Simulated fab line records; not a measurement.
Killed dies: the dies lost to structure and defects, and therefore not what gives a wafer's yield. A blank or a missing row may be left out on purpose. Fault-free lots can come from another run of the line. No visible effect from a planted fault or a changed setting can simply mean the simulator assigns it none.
Which tool did it? | flow gf180mcu | route of 602 steps, sampled at 1 step: 6 lots, 18 wafers

WHAT THE GAUGES READ, wafer by wafer
GF_V4_CD_MEAS_14: the cd target is 260 nm.
lot  | measured     | on       | cdNm (nm)
L175 | day 25 03:10 | cdSem-02 | 259.0 259.8 258.7
L177 | day 26 02:23 | cdSem-01 | 261.6 262.0 261.2
L179 | day 27 00:44 | cdSem-01 | 260.5 259.9 260.5
L182 | day 27 18:23 | cdSem-01 | 258.1 258.3 257.8
L188 | day 29 13:07 | cdSem-01 | 260.2 259.7 259.4
L192 | day 30 16:00 | cdSem-01 | 259.5 260.3 259.8

WHAT TOOL EACH LOT RAN ON (gives the tool, then ch and the chambers of the sampled wafers, and finally the start)
No process step before these readings appears in the record.

THE ANSWER, worked out from the rows above alone
Rule: the usual values come from the lots themselves. Put in order of their means at a reading, lots are off if they are a third of the lots or fewer, leave a main group of 4 or more, and stand apart from it by a gap of 3 or more times the standard deviation of the main group's means; of several such gaps the widest counts. Not used: any main group whose means are identical at the precision the tables above print for the reading. A lot without any number at a reading at which 4 lots or more have one is off too. The other lots that the step has rows for count as sound.
None of the lots is off at any reading shown; this tells nothing.

WHAT HAD BEEN PUT IN BY THE SIMULATOR
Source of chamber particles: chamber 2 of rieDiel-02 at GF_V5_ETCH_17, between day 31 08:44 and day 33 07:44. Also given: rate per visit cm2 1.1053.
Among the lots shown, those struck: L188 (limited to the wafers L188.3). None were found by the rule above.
